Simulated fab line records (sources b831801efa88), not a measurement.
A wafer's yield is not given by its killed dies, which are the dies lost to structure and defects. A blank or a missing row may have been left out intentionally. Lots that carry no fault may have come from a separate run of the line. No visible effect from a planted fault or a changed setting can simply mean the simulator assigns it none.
Struck lot and sound lot, side by side    flow gf180mcu    14 steps out of a route of 602
Sound: these wafers, L123.2, L123.3, L123.4. Struck: wafers L133.1, L133.2, L133.5. The cause comes at the end.
Order at every step that has rows: each side's tool, ch and its chambers, its first start. Under that, the readings that differ: sound wafers    struck wafers    difference of the means    sigmas: that difference in standard deviations of wafers without a fault.
alike: same words and numbers on both sides, and readings whose means sit less than 2 such deviations apart. not compared: any withheld reading, any reading some wafer has no value for, any bound like >300 that may hide the same value, and any number with overlapping values for which the record gives no deviation.
The two part at a step that has a row with sigmas, a row that says differs or no value, or rows on one side only. Numbers that have no deviation but don't overlap get no sigmas and don't part them. A reading that every wafer of one side lacks parts them only if that side has two wafers or more.

GF_DUAL_GATE_OVL_MEAS_11:
  sound on overlay-02 at day 8 15:35; struck on overlay-01 at day 11 14:36
  alike: DUAL_GATE_OVL
then, 1 step without rows for these wafers: GF_DUAL_GATE_WET_ETCH_12 (etches SiO2 in dHF, target depth 13 nm, time 260 s).
GF_DUAL_GATE_STRIP_13: strips in O2/N2.
  sound on plasma-asher-01 ch 0,1, day 8 15:41; struck on plasma-asher-04 ch 0,1, day 11 14:43
  alike: chamber-pressure-mTorr, drypump-motor-current-A, heater-power-w, oes-product-au, strip-time-to-endpoint-s
  not compared: rf-hours-counter-h
then, 3 steps without rows for these wafers: GF_DUAL_GATE_CLEAN_14 (cleans in SC1/SC2, time 150 s); GF_DUAL_GATE_OXIDATION_15 (stabilise 600 s, purge 300 s, target thk 7.098 nm); GF_POLY_GATE_CVD_00 (deposits poly-Si, target thk 200 nm, time 1200 s).
GF_POLY_GATE_THK_MEAS_01:
  sound on film-metro-02 at day 8 18:44; struck on film-metro-04 at day 11 18:36
  alike: POLY_GATE_CVD_00_THK
then, 5 steps without rows for these wafers: GF_POLY_GATE_DEHYDRATE_02 (time 60 s); GF_POLY_GATE_HMDS_03 (prime time 60 s); GF_POLY_GATE_COAT_04; GF_POLY_GATE_COAT_05 (resist thk 700 nm); GF_POLY_GATE_SOFTBAKE_06 (time 60 s).
GF_POLY_GATE_EXPOSE_07: exposes mask Poly2, target cd 280 nm.
  struck on krf-scanner-02, day 12 03:57; sound on krf-scanner-02 ch 0, day 9 03:21
  no value came back on the struck wafers for exposure-dose-mJ-cm2, focus-offset-nm (nm); on the sound wafers exposure-dose-mJ-cm2 reads 27.906 27.948 27.943
  alike: mask
then, 1 step without rows for these wafers: GF_POLY_GATE_PEB_08 (peb time 90 s).

WHERE THEY PART
Within this record, at GF_POLY_GATE_EXPOSE_07 only.

WHY: the cause the simulator had injected
Whole step skipped at GF_POLY_GATE_EXPOSE_07 on krf-scanner-02, starting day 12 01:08. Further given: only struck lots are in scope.
